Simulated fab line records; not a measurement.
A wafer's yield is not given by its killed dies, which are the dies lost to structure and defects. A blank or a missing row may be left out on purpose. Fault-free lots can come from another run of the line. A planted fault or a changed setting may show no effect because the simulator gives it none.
fab line records	flow sky130
record: lots: 13	wafers: 39	last_day: 50
route steps=708 shown VT_ADJUST_NCORE@127 LDD_N@245 LDD_P@265 LDD_HVP@287 PAD_OPEN@708
lots that met no fault: taken from a fault-free run of the same line
start_h: hours from the record's opening day to when the first of the lot's shown wafers began	wait_h: time in hours since the lot's previous step	" same as the row above	L1.1+2: a row that stands for several wafers	- either no value or no given start	* or withheld: withheld	< > ~ a bound
route shown NAME@n: NAME is a module with steps in the file, n the number in the route of the first one	usual: average and standard deviation across the fault-free wafers	same: alike in all rows	chamber/n: place in a boat	sites: readings site by site	_std_site: the values' standard deviation	_edge_site: outer sites' mean less inner sites'	radius_mm: how far each site lies from the wafer's centre	mask NAME#n: copy n	behind: tool/chamber where the wafer was last shaped	hold: why the lot was held/for how many hours/how that ended	device: the transistor (n, p or np) that didn't switch	end of line: tests run on the same wafers once the route is complete	step lacking rows: just its recipe	killed: dies that structure and defects cost at the first sort, which is not the same as the wafer's yield	map: shows each die of a wafer: x if killed, . if not, _ if none is there
set.NAME: the setting as run; set.NAME@STEP: as run at that earlier step	model.NAME: the simulator's own value behind a step, which no gauge read
one table for each step of the route and one row for each wafer, over a sample of lots
services: a tool's chamber out of use, with start hour (start_h, from the record's first day; less than 0 if before it), hours out, and reason
== steps ==
step: SKY_VT_ADJUST_NCORE_OVL_MEAS_08
usual: VT_ADJUST_NCORE_OVL: -0.7/1.6
lot.wafer	tool	chamber	start_h	wait_h	VT_ADJUST_NCORE_OVL[nm]
L201.1	overlay-02	-	192.91	0.1	1.9
L201.4	"	-	"	"	2.8
L201.6	"	-	"	"	2.7
L202.2	overlay-02	-	194.97	0.1	-0.5
L202.4	"	-	"	"	-2.5
L202.5	"	-	"	"	-2.4
L204.2	overlay-01	-	204.67	0.1	0.5
L204.3	"	-	"	"	-0.2
L204.5	"	-	"	"	-2.3
L205.2	overlay-01	-	214.30	0.1	0.7
L205.4	"	-	"	"	0.1
L205.5	"	-	"	"	-2.1
L210.1	overlay-01	-	248.96	0.1	-0.7
L210.2	"	-	"	"	-1.3
L210.4	"	-	"	"	-2.0
L211.1	overlay-02	-	256.06	0.1	0.9
L211.2	"	-	"	"	0.2
L211.4	"	-	"	"	-2.0
L213.2	overlay-01	-	270.05	0.1	-2.7
L213.5	"	-	"	"	-0.2
L213.6	"	-	"	"	-2.1
L214.3	overlay-02	-	275.86	0.1	-0.7
L214.4	"	-	"	"	-0.7
L214.5	"	-	"	"	-0.6
L215.1	overlay-02	-	280.35	0.1	-1.4
L215.2	"	-	"	"	1.1
L215.4	"	-	"	"	-0.5
L218.3	overlay-02	-	302.36	0.1	-0.2
L218.4	"	-	"	"	-0.4
L218.6	"	-	"	"	-1.8
L221.2	overlay-01	-	324.60	0.1	-4.2
L221.3	"	-	"	"	-2.5
L221.6	"	-	"	"	-3.1
L222.1	overlay-01	-	336.71	0.1	0.7
L222.5	"	-	"	"	-0.2
L222.6	"	-	"	"	1.0
L224.3	overlay-01	-	349.91	0.1	-1.9
L224.5	"	-	"	"	0.1
L224.6	"	-	"	"	0.2
step: SKY_LDD_N_IMPLANT_08
recipe: species: As	energy_kev: 20	dose_cm2: 7.5e+13	tilt_deg: withheld	rotation_deg: 23
usual: beam_on_s: 10.03/0.19	end_station_pressure_torr: 5.31e-06/2.8e-07	faraday_current_uA: 421/8
lot.wafer	tool	chamber	start_h	wait_h	beam_on_s	end_station_pressure_torr	faraday_current_uA
L201.1	implanter-01	0	418.11	0.0	10.06	5.49e-06	421
L201.4	"	0	"	"	10.22	5.79e-06	412
L201.6	"	0	"	"	10.28	5.8e-06	412
L202.2	implanter-03	0	420.45	0.0	9.78	5.06e-06	432
L202.4	"	0	"	"	9.95	5.52e-06	423
L202.5	"	0	"	"	10.21	5.62e-06	413
L204.2	implanter-01	0	440.30	0.0	10.13	5.49e-06	420
L204.3	"	0	"	"	10.08	5.35e-06	417
L204.5	"	0	"	"	9.93	5.59e-06	427
L205.2	implanter-01	0	452.24	0.0	10.03	4.85e-06	422
L205.4	"	0	"	"	10.04	5.31e-06	420
L205.5	"	0	"	"	9.71	5.36e-06	436
L210.1	implanter-03	0	492.93	0.0	10.25	5.92e-06	412
L210.2	"	0	"	"	9.61	5.29e-06	440
L210.4	"	0	"	"	10.25	5.13e-06	411
L211.1	implanter-01	0	498.98	0.0	10.21	5.07e-06	413
L211.2	"	0	"	"	10.31	5.64e-06	411
L211.4	"	0	"	"	10.22	5.22e-06	412
L213.2	implanter-03	0	512.00	0.0	10.11	5.11e-06	419
L213.5	"	0	"	"	9.95	5.49e-06	426
L213.6	"	0	"	"	9.99	5.03e-06	422
L214.3	implanter-03	0	524.73	0.1	10.01	4.89e-06	423
L214.4	"	0	"	"	10.15	5.62e-06	415
L214.5	"	0	"	"	10.07	5.22e-06	419
L215.1	implanter-04	0	527.73	0.0	10.45	5e-06	406
L215.2	"	0	"	"	10.00	5.34e-06	421
L215.4	"	0	"	"	9.94	5.12e-06	424
L218.3	implanter-01	0	550.23	0.1	9.94	5.56e-06	425
L218.4	"	0	"	"	9.93	5.07e-06	426
L218.6	"	0	"	"	9.95	5.09e-06	425
L221.2	implanter-04	0	573.99	0.0	10.30	5.37e-06	410
L221.3	"	0	"	"	10.17	4.99e-06	416
L221.6	"	0	"	"	9.92	5.68e-06	427
L222.1	implanter-01	0	588.73	0.0	11.73	9.123e-05	356
L222.5	"	0	"	"	11.67	9.278e-05	358
L222.6	"	0	"	"	11.84	8.878e-05	356
L224.3	implanter-01	0	601.28	0.1	11.53	8.564e-05	364
L224.5	"	0	"	"	11.86	8.742e-05	353
L224.6	"	0	"	"	11.71	8.712e-05	358
step: SKY_LDD_P_STRIP_10
recipe: chemistry: O2/N2	power_w: 1400	pressure_mtorr: 1500	platen_temp_c: withheld	o2_flow_sccm: 3000	n2_flow_sccm: 300	overash_fraction: 0.5
usual: drypump_motor_current_A: 5.3/0.31	o2_flow_sccm: 3000/8.7	oes_product_au: 0.716/0.0044	strip_time_to_endpoint_s: 14.17/0.035
lot.wafer	tool	chamber	start_h	wait_h	drypump_motor_current_A	o2_flow_sccm	oes_product_au	rf_hours_counter_h	strip_time_to_endpoint_s
L201.1	plasma_asher-01	0	449.80	0.1	5.4	3016	0.710	75	14.23
L201.4	"	1	"	"	5.3	3008	0.714	-	14.20
L201.6	"	1	"	"	5.3	3000	0.713	-	14.19
L202.2	plasma_asher-02	0	452.62	0.1	5.2	2990	0.716	2	14.18
L202.4	"	1	"	"	5.9	2993	0.712	-	14.18
L202.5	"	0	"	"	5.2	2997	0.711	-	14.18
L204.2	plasma_asher-01	1	472.20	0.1	5.3	2993	0.714	77	14.14
L204.3	"	1	"	"	5.3	3012	0.718	-	14.12
L204.5	"	0	"	"	5.4	3009	0.716	-	14.12
L205.2	plasma_asher-01	1	484.22	0.1	5.3	3003	0.719	78	14.18
L205.4	"	1	"	"	5.3	3004	0.711	-	14.21
L205.5	"	1	"	"	5.3	2992	0.723	-	14.21
L210.1	plasma_asher-04	1	523.60	0.1	4.9	2990	0.712	41	14.20
L210.2	"	0	"	"	5.5	2997	0.717	41	14.21
L210.4	"	0	"	"	5.5	3005	0.712	-	14.14
L211.1	plasma_asher-04	1	530.40	0.1	4.9	3015	0.720	42	14.13
L211.2	"	0	"	"	5.5	3005	0.716	42	14.12
L211.4	"	0	"	"	5.5	3001	0.715	-	14.13
L213.2	plasma_asher-04	0	543.55	0.1	5.5	3008	0.720	43	14.17
L213.5	"	1	"	"	4.9	2993	0.727	-	14.15
L213.6	"	0	"	"	5.5	2999	0.719	-	14.14
L214.3	plasma_asher-01	1	556.15	0.1	5.3	3008	0.717	-	14.19
L214.4	"	0	"	"	5.4	3010	0.721	-	14.17
L214.5	"	1	"	"	5.3	3016	0.709	-	14.19
L215.1	plasma_asher-04	0	560.00	0.1	5.5	3004	0.725	45	14.16
L215.2	"	1	"	"	4.9	3001	0.719	45	14.15
L215.4	"	1	"	"	4.9	2990	0.711	-	14.16
L218.3	plasma_asher-02	1	580.65	0.1	5.9	2994	0.707	-	14.10
L218.4	"	0	"	"	5.2	2997	0.716	-	14.15
L218.6	"	1	"	"	5.9	2997	0.722	-	14.08
L221.2	plasma_asher-04	1	605.10	0.1	4.9	2995	0.719	50	14.16
L221.3	"	1	"	"	4.9	2997	0.708	-	14.13
L221.6	"	0	"	"	5.5	3000	0.711	-	14.14
L222.1	plasma_asher-02	0	619.50	0.1	5.2	2978	0.721	20	14.12
L222.5	"	0	"	"	5.2	2989	0.708	-	14.18
L222.6	"	1	"	"	5.9	3005	0.723	-	14.16
L224.3	plasma_asher-01	0	631.70	0.1	5.5	2999	0.709	-	14.14
L224.5	"	0	"	"	5.4	3002	0.711	-	14.16
L224.6	"	1	"	"	5.3	2997	0.715	-	14.16
step: SKY_LDD_HVP_STRIP_09
recipe: chemistry: O2/N2	power_w: 1400	pressure_mtorr: 1500	platen_temp_c: withheld	o2_flow_sccm: 3000	n2_flow_sccm: 300	overash_fraction: 0.5
usual: drypump_motor_current_A: 5.5/0.41	o2_flow_sccm: 3000/8.7	oes_product_au: 0.408/0.0045	strip_time_to_endpoint_s: 4.133/0.013
lot.wafer	tool	chamber	start_h	wait_h	drypump_motor_current_A	o2_flow_sccm	oes_product_au	rf_hours_counter_h	strip_time_to_endpoint_s
L201.1	plasma_asher-03	0	510.90	0.1	5.3	3007	0.411	69	4.143
L201.4	"	0	"	"	5.3	2996	0.406	-	4.115
L201.6	"	0	"	"	5.3	3000	0.401	-	4.125
L202.2	plasma_asher-04	1	514.33	0.1	4.9	3007	0.412	40	4.155
L202.4	"	1	"	"	4.9	2999	0.414	-	4.127
L202.5	"	1	"	"	4.9	2997	0.409	-	4.121
L204.2	plasma_asher-03	0	533.38	0.1	5.3	3021	0.410	71	4.164
L204.3	"	0	"	"	5.3	3011	0.408	-	4.152
L204.5	"	1	"	"	6.2	3009	0.406	-	4.156
L205.2	plasma_asher-02	0	545.80	0.1	5.2	2991	0.408	13	4.145
L205.4	"	1	"	"	5.9	3009	0.413	-	4.110
L205.5	"	1	"	"	5.9	2997	0.409	-	4.146
L210.1	plasma_asher-04	0	583.58	0.1	5.5	3001	0.408	48	4.154
L210.2	"	1	"	"	4.9	2998	0.412	48	4.148
L210.4	"	0	"	"	5.5	3008	0.413	-	4.147
L211.1	plasma_asher-02	1	590.06	0.1	5.8	3004	0.405	17	4.107
L211.2	"	0	"	"	5.2	3005	0.410	17	4.129
L211.4	"	0	"	"	5.2	3003	0.411	-	4.106
L213.2	plasma_asher-04	0	602.81	0.1	5.5	2996	0.412	50	4.116
L213.5	"	1	"	"	4.9	2996	0.411	-	4.123
L213.6	"	0	"	"	5.5	2998	0.411	-	4.135
L214.3	plasma_asher-04	0	615.01	0.1	5.5	3012	0.411	-	4.144
L214.4	"	1	"	"	4.9	3005	0.402	-	4.147
L214.5	"	1	"	"	4.9	2996	0.398	-	4.151
L215.1	plasma_asher-02	1	619.35	0.1	5.9	2994	0.412	20	4.126
L215.2	"	0	"	"	5.2	2980	0.403	20	4.140
L215.4	"	0	"	"	5.2	2984	0.409	-	4.162
L218.3	plasma_asher-04	1	640.21	0.1	4.9	3008	0.405	-	4.135
L218.4	"	0	"	"	5.5	3018	0.412	-	4.112
L218.6	"	1	"	"	4.9	3004	0.410	-	4.124
L221.2	plasma_asher-02	0	661.98	0.1	5.2	2996	0.403	24	4.115
L221.3	"	1	"	"	5.9	3002	0.405	-	4.134
L221.6	"	1	"	"	5.9	3011	0.404	-	4.135
L222.1	plasma_asher-04	1	676.28	0.1	4.9	3012	0.413	57	4.145
L222.5	"	0	"	"	5.5	2995	0.410	-	4.134
L222.6	"	1	"	"	4.9	3002	0.408	-	4.157
L224.3	plasma_asher-03	0	688.86	0.1	5.3	2991	0.404	-	4.127
L224.5	"	1	"	"	6.2	3006	0.411	-	4.116
L224.6	"	0	"	"	5.3	2985	0.405	-	4.135
step: SKY_PAD_OPEN_PROBE_99
usual: killed_at_M0_to_M3: 44/7.3	killed_at_M4_up: 3.4/1.8	killed_at_contacts: 24/5.8	killed_at_front_end: 15/4.9	killed_at_other: 0.4/0.63	killed_dies: 86/11	killed_on_rim: 17/3.8	killed_open: 47/8	killed_short: 39/6.5
same: gross_dies: 492	killed_at_back_side: 0
lot.wafer	tool	chamber	start_h	wait_h	killed_at_M0_to_M3	killed_at_M4_up	killed_at_contacts	killed_at_front_end	killed_at_other	killed_dies	killed_on_rim	killed_open	killed_short
L201.1	prober-01	-	1084.31	0.1	50	2	29	11	2	94	27	55	39
L201.4	prober-01	-	1084.46	0.2	50	4	16	10	0	80	19	48	31
L201.6	prober-01	-	1084.56	0.2	42	7	33	27	0	109	18	59	50
L202.2	prober-02	-	1089.22	0.1	36	3	31	23	0	93	19	52	41
L202.4	prober-02	-	1089.32	0.2	57	6	18	11	0	92	20	52	40
L202.5	prober-02	-	1089.37	0.2	45	3	10	13	0	71	12	37	34
L204.2	prober-01	-	1105.10	0.1	32	2	22	13	0	69	10	36	33
L204.3	prober-01	-	1105.15	0.2	46	7	28	15	0	96	17	47	49
L204.5	prober-01	-	1105.25	0.2	47	1	24	16	0	88	18	47	40
L205.2	prober-01	-	1109.00	0.1	45	2	17	24	1	89	20	54	35
L205.4	prober-01	-	1109.10	0.2	47	2	23	7	0	79	6	45	34
L205.5	prober-01	-	1109.15	0.2	53	2	21	12	0	88	16	45	43
L210.1	prober-02	-	1135.36	0.1	46	2	27	11	0	86	17	37	48
L210.2	prober-02	-	1135.41	0.1	29	3	26	21	0	79	11	45	34
L210.4	prober-02	-	1135.51	0.2	42	8	31	13	1	95	12	47	48
L211.1	prober-01	-	1142.09	0.1	33	5	22	10	0	70	14	41	28
L211.2	prober-01	-	1142.14	0.1	36	6	24	20	0	86	20	58	27
L211.4	prober-01	-	1142.24	0.2	45	5	19	23	0	92	20	45	46
L213.2	prober-01	-	1150.50	0.1	37	3	21	11	0	72	17	36	35
L213.5	prober-01	-	1150.65	0.2	37	3	21	11	1	73	11	38	35
L213.6	prober-01	-	1150.70	0.2	45	2	11	16	0	74	18	42	32
L214.3	prober-02	-	1154.77	0.2	44	1	39	16	1	101	19	55	45
L214.4	prober-02	-	1154.82	0.2	39	5	22	12	0	78	20	36	42
L214.5	prober-02	-	1154.87	0.2	47	2	20	12	2	83	11	47	36
L215.1	prober-01	-	1157.50	0.1	33	5	22	16	0	76	14	46	30
L215.2	prober-01	-	1157.55	0.1	44	3	22	9	1	79	18	44	35
L215.4	prober-01	-	1157.65	0.2	38	5	16	9	0	68	13	40	28
L218.3	prober-01	-	1170.99	0.2	40	3	23	27	0	93	14	50	43
L218.4	prober-01	-	1171.04	0.2	43	4	27	13	3	90	15	44	44
L218.6	prober-01	-	1171.14	0.2	39	7	31	13	1	91	16	48	42
L221.2	prober-01	-	1185.15	0.1	59	3	22	10	1	95	17	52	42
L221.3	prober-01	-	1185.20	0.2	47	4	24	17	2	94	18	46	48
L221.6	prober-01	-	1185.35	0.2	51	5	16	11	1	84	12	43	41
L222.1	prober-02	-	1191.40	0.1	62	3	32	23	1	121	23	73	48
L222.5	prober-02	-	1191.60	0.2	53	4	24	11	0	92	18	45	47
L222.6	prober-02	-	1191.65	0.2	46	3	21	17	0	87	13	44	43
killed by level:class
L201.1 VIA1:geometric_particle:open=12 LI_CONTACT:geometric_particle:open=10 VIA3:geometric_particle:open=10 POLY_GATE:geometric_particle:open=6 VIA1:geometric_particle:short=6 VIA2:geometric_particle:open=6 LOCAL_INTERCONNECT:geometric_particle:short=5 CONTACT:geometric_particle:short=5
L201.4 VIA1:geometric_particle:open=16 CONTACT:geometric_particle:open=6 METAL1:geometric_particle:short=6 METAL2:geometric_particle:short=6 VIA2:geometric_particle:open=6 POLY_GATE:geometric_particle:open=5 LI_CONTACT:geometric_particle:open=5 VIA3:geometric_particle:open=5
L201.6 LI_CONTACT:geometric_particle:open=11 CONTACT:geometric_particle:open=10 VIA1:geometric_particle:open=8 METAL2:geometric_particle:short=7 VIA3:geometric_particle:open=7 POLY_GATE:geometric_particle:short=6 LOCAL_INTERCONNECT:geometric_particle:short=6 FIELD_ISO:geometric_particle:short=5
L202.2 CONTACT:geometric_particle:open=10 VIA1:geometric_particle:open=10 VIA3:geometric_particle:open=8 LI_CONTACT:geometric_particle:open=6 LOCAL_INTERCONNECT:geometric_particle:short=6 FIELD_ISO:geometric_particle:open=5 FIELD_ISO:geometric_particle:short=5 CONTACT:geometric_particle:short=5
L202.4 VIA3:geometric_particle:open=11 CONTACT:geometric_particle:open=10 VIA1:geometric_particle:open=10 METAL1:geometric_particle:short=7 VIA2:geometric_particle:open=6 METAL4:geometric_particle:short=5 VIA1:geometric_particle:short=5 VIA2:geometric_particle:short=5
L202.5 VIA1:geometric_particle:open=10 METAL1:geometric_particle:short=8 CONTACT:geometric_particle:short=5 CONTACT:geometric_particle:open=5 VIA2:geometric_particle:open=5 VIA3:geometric_particle:open=5 POLY_GATE:geometric_particle:open=4 VIA1:geometric_particle:short=4
L204.2 VIA1:geometric_particle:open=7 POLY_GATE:geometric_particle:open=6 CONTACT:geometric_particle:short=6 CONTACT:geometric_particle:open=6 VIA3:geometric_particle:open=6 LI_CONTACT:geometric_particle:open=5 FIELD_ISO:geometric_particle:short=4 METAL2:geometric_particle:short=4
L204.3 CONTACT:geometric_particle:open=10 VIA1:geometric_particle:open=8 METAL2:geometric_particle:short=8 LI_CONTACT:geometric_particle:open=7 VIA2:geometric_particle:open=7 METAL4:geometric_particle:short=7 CONTACT:geometric_particle:short=5 METAL3:geometric_particle:short=5
L204.5 LI_CONTACT:geometric_particle:open=9 VIA1:geometric_particle:open=9 VIA2:geometric_particle:open=7 METAL1:geometric_particle:short=6 CONTACT:geometric_particle:open=6 METAL2:geometric_particle:short=5 FIELD_ISO:geometric_particle:open=4 POLY_GATE:geometric_particle:short=4
L205.2 VIA3:geometric_particle:open=11 VIA1:geometric_particle:open=10 VIA2:geometric_particle:open=10 POLY_GATE:geometric_particle:short=6 FIELD_ISO:geometric_particle:open=5 POLY_GATE:geometric_particle:open=5 LI_CONTACT:geometric_particle:open=5 FIELD_ISO:geometric_particle:short=4
L205.4 VIA1:geometric_particle:open=10 VIA3:geometric_particle:open=10 LI_CONTACT:geometric_particle:open=8 VIA3:geometric_particle:short=7 CONTACT:geometric_particle:open=6 VIA1:geometric_particle:short=6 METAL2:geometric_particle:short=4 METAL1:geometric_particle:short=4
L205.5 VIA1:geometric_particle:open=12 CONTACT:geometric_particle:open=8 METAL2:geometric_particle:short=6 VIA3:geometric_particle:short=6 LI_CONTACT:geometric_particle:open=5 CONTACT:geometric_particle:short=5 METAL1:geometric_particle:short=5 VIA1:geometric_particle:short=5
L210.1 VIA1:geometric_particle:open=13 METAL2:geometric_particle:short=8 CONTACT:geometric_particle:open=7 METAL1:geometric_particle:short=7 LOCAL_INTERCONNECT:geometric_particle:short=6 VIA3:geometric_particle:open=6 LI_CONTACT:geometric_particle:short=4 LI_CONTACT:geometric_particle:open=4
L210.2 FIELD_ISO:geometric_particle:open=10 CONTACT:geometric_particle:open=9 LOCAL_INTERCONNECT:geometric_particle:short=7 METAL1:geometric_particle:short=6 LI_CONTACT:geometric_particle:open=5 VIA3:geometric_particle:open=5 FIELD_ISO:geometric_particle:short=4 VIA2:geometric_particle:open=4
L210.4 VIA3:geometric_particle:open=9 LI_CONTACT:geometric_particle:open=9 VIA2:geometric_particle:open=8 CONTACT:geometric_particle:open=7 METAL1:geometric_particle:short=7 CONTACT:geometric_particle:short=6 METAL2:geometric_particle:short=5 METAL4:geometric_particle:short=5
L211.1 CONTACT:geometric_particle:open=9 VIA3:geometric_particle:open=6 VIA1:geometric_particle:open=6 LI_CONTACT:geometric_particle:open=5 VIA2:geometric_particle:open=5 METAL4:geometric_particle:short=5 METAL3:geometric_particle:short=4 LOCAL_INTERCONNECT:geometric_particle:short=4
L211.2 VIA1:geometric_particle:open=12 LI_CONTACT:geometric_particle:open=10 VIA2:geometric_particle:open=9 CONTACT:geometric_particle:open=6 POLY_GATE:geometric_particle:open=5 POLY_CUT:geometric_particle:short=4 CONTACT:geometric_particle:short=4 FIELD_ISO:geometric_particle:short=3
L211.4 VIA3:geometric_particle:open=10 VIA2:geometric_particle:short=7 FIELD_ISO:geometric_particle:open=6 CONTACT:geometric_particle:open=6 VIA1:geometric_particle:short=6 VIA2:geometric_particle:open=6 METAL4:geometric_particle:short=5 POLY_GATE:geometric_particle:open=5
L213.2 VIA1:geometric_particle:open=8 CONTACT:geometric_particle:open=6 VIA1:geometric_particle:short=6 VIA2:geometric_particle:open=6 LI_CONTACT:geometric_particle:open=5 METAL1:geometric_particle:short=5 POLY_GATE:geometric_particle:open=4 CONTACT:geometric_particle:short=4
L213.5 CONTACT:geometric_particle:open=9 VIA2:geometric_particle:open=9 LI_CONTACT:geometric_particle:open=7 VIA1:geometric_particle:short=7 POLY_GATE:geometric_particle:short=5 VIA1:geometric_particle:open=4 LI_CONTACT:geometric_particle:short=3 METAL1:geometric_particle:short=3
L213.6 VIA1:geometric_particle:open=10 VIA2:geometric_particle:open=9 VIA1:geometric_particle:short=7 VIA3:geometric_particle:open=6 CONTACT:geometric_particle:open=4 METAL2:geometric_particle:short=4 METAL3:geometric_particle:short=4 FIELD_ISO:geometric_particle:open=3
L214.3 CONTACT:geometric_particle:open=12 VIA3:geometric_particle:open=9 CONTACT:geometric_particle:short=8 VIA1:geometric_particle:open=8 LI_CONTACT:geometric_particle:open=7 LOCAL_INTERCONNECT:geometric_particle:short=7 FIELD_ISO:geometric_particle:open=5 VIA2:geometric_particle:open=5
L214.4 CONTACT:geometric_particle:open=10 METAL2:geometric_particle:short=8 VIA1:geometric_particle:open=8 METAL4:geometric_particle:short=5 VIA3:geometric_particle:open=5 LI_CONTACT:geometric_particle:open=4 CONTACT:geometric_particle:short=4 METAL1:geometric_particle:short=4
L214.5 VIA1:geometric_particle:open=9 VIA2:geometric_particle:open=9 VIA3:geometric_particle:open=8 LI_CONTACT:geometric_particle:open=7 METAL2:geometric_particle:short=7 CONTACT:geometric_particle:short=4 CONTACT:geometric_particle:open=4 POLY_GATE:geometric_particle:short=3
L215.1 VIA2:geometric_particle:open=12 LI_CONTACT:geometric_particle:open=11 VIA1:geometric_particle:open=7 FIELD_ISO:geometric_particle:open=5 FIELD_ISO:geometric_particle:short=4 POLY_GATE:geometric_particle:short=4 METAL1:geometric_particle:short=4 VIA3:geometric_particle:open=4
L215.2 VIA1:geometric_particle:open=11 CONTACT:geometric_particle:open=8 VIA2:geometric_particle:open=7 LI_CONTACT:geometric_particle:open=6 METAL3:geometric_particle:short=5 VIA3:geometric_particle:open=4 VIA1:geometric_particle:short=4 VIA2:geometric_particle:short=4
L215.4 VIA2:geometric_particle:open=8 CONTACT:geometric_particle:open=7 VIA1:geometric_particle:open=6 FIELD_ISO:geometric_particle:open=5 METAL2:geometric_particle:short=5 VIA3:geometric_particle:open=5 METAL1:geometric_particle:short=4 LOCAL_INTERCONNECT:geometric_particle:short=3
L218.3 CONTACT:geometric_particle:open=9 VIA1:geometric_particle:open=9 POLY_GATE:geometric_particle:open=8 VIA2:geometric_particle:open=8 METAL2:geometric_particle:short=6 FIELD_ISO:geometric_particle:short=5 LOCAL_INTERCONNECT:geometric_particle:short=5 VIA1:geometric_particle:short=5
L218.4 VIA1:geometric_particle:open=10 LI_CONTACT:geometric_particle:open=8 METAL2:geometric_particle:short=8 VIA1:geometric_particle:short=7 VIA2:geometric_particle:open=7 LOCAL_INTERCONNECT:geometric_particle:short=6 METAL1:geometric_particle:short=5 FIELD_ISO:geometric_particle:short=4
L218.6 CONTACT:geometric_particle:open=10 LI_CONTACT:geometric_particle:open=9 VIA3:geometric_particle:open=7 METAL1:geometric_particle:short=7 LI_CONTACT:geometric_particle:short=6 VIA1:geometric_particle:short=6 VIA1:geometric_particle:open=6 FIELD_ISO:geometric_particle:short=5
L221.2 VIA1:geometric_particle:open=16 LI_CONTACT:geometric_particle:open=8 VIA2:geometric_particle:short=8 VIA3:geometric_particle:open=8 METAL2:geometric_particle:short=6 LOCAL_INTERCONNECT:geometric_particle:short=5 VIA1:geometric_particle:short=5 CONTACT:geometric_particle:open=4
L221.3 VIA1:geometric_particle:open=14 VIA3:geometric_particle:open=9 CONTACT:geometric_particle:open=8 CONTACT:geometric_particle:short=6 POLY_GATE:geometric_particle:short=5 METAL1:geometric_particle:short=5 FIELD_ISO:geometric_particle:open=4 LI_CONTACT:geometric_particle:short=4
L221.6 VIA1:geometric_particle:open=11 CONTACT:geometric_particle:open=10 VIA2:geometric_particle:open=8 VIA1:geometric_particle:short=5 METAL3:geometric_particle:short=5 VIA3:geometric_particle:open=4 METAL2:geometric_particle:short=4 LOCAL_INTERCONNECT:geometric_particle:short=4
L222.1 VIA1:geometric_particle:open=18 CONTACT:geometric_particle:open=11 VIA3:geometric_particle:open=11 FIELD_ISO:geometric_particle:short=8 LI_CONTACT:geometric_particle:open=8 VIA1:geometric_particle:short=6 METAL2:geometric_particle:short=6 FIELD_ISO:geometric_particle:open=5
L222.5 VIA1:geometric_particle:open=15 CONTACT:geometric_particle:open=9 VIA2:geometric_particle:short=8 VIA1:geometric_particle:short=6 METAL2:geometric_particle:short=6 LOCAL_INTERCONNECT:geometric_particle:short=5 VIA2:geometric_particle:open=5 FIELD_ISO:geometric_particle:short=4
L222.6 CONTACT:geometric_particle:short=8 VIA2:geometric_particle:open=8 LI_CONTACT:geometric_particle:open=7 FIELD_ISO:geometric_particle:open=6 METAL1:geometric_particle:short=6 POLY_GATE:geometric_particle:open=5 VIA1:geometric_particle:short=5 VIA1:geometric_particle:open=5
== services ==
tool	chamber	start_h	hours	kind
implanter-04	-	410.01	34.5	pm
implanter-03	-	410.02	1.0	repair
plasma_asher-02	-	421.25	9.0	pm
plasma_asher-02	0	421.25	9.0	vent_cycle
plasma_asher-02	1	421.25	9.0	vent_cycle
plasma_asher-02	0	430.25	-	clean
plasma_asher-02	1	430.25	-	clean
implanter-01	-	469.95	4.6	repair
plasma_asher-03	-	479.17	28.1	pm
plasma_asher-01	-	523.51	9.9	repair
implanter-01	-	539.67	3.8	repair
implanter-03	-	540.05	4.8	repair
implanter-04	-	560.78	3.6	repair
plasma_asher-03	-	566.59	14.6	pm
plasma_asher-02	-	572.55	1.4	repair
implanter-04	-	581.94	5.7	repair
implanter-03	-	607.95	3.0	repair
implanter-03	-	610.92	4.3	pm
implanter-04	-	614.70	3.3	pm
plasma_asher-04	-	618.87	3.2	repair
implanter-03	-	634.56	5.1	pm
plasma_asher-03	-	662.43	1.5	repair
implanter-03	-	675.19	2.0	repair
== key ==
first_sign: step: SKY_LDD_N_IMPLANT_08	reading: end_station_pressure_torr	direction: up	sigmas: 99+	usual: 5.31e-06	struck: 8.883e-05
effect: step: SKY_LDD_N_IMPLANT_08	reading: beam_on_s	direction: up	sigmas: 8.7	usual: 10.03	struck: 11.72
met_at SKY_LDD_N_IMPLANT_08
struck_lots L222,L224
rows_end L224.3,L224.5,L224.6
tester_left_out L222
not_acting_at SKY_VT_ADJUST_NCORE_OVL_MEAS_08,SKY_LDD_P_STRIP_10,SKY_LDD_HVP_STRIP_09
onset_between 550.23 588.73
fault: kind: process_parameter_drift	tool: implanter-01	chamber: -	onset_h: 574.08	steps: SKY_LDD_N_IMPLANT_08	channel: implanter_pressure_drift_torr	offset: 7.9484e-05	shape: step	end_h: 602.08
fault: kind: process_parameter_drift	tool: implanter-01	chamber: -	onset_h: 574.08	steps: SKY_LDD_N_IMPLANT_08	channel: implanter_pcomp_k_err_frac	offset: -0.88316	shape: step	end_h: 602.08
tester_left_out: of these lots the tester's yield and bins aren't shown, on N5 and GAA mostly nor the transistor test; their killed dies are dies lost to structure and defects alone, not to doping, threshold or leakage, so they don't give the yield
rows_end: these wafers met a further fault down the route, and their rows from its step on are left out
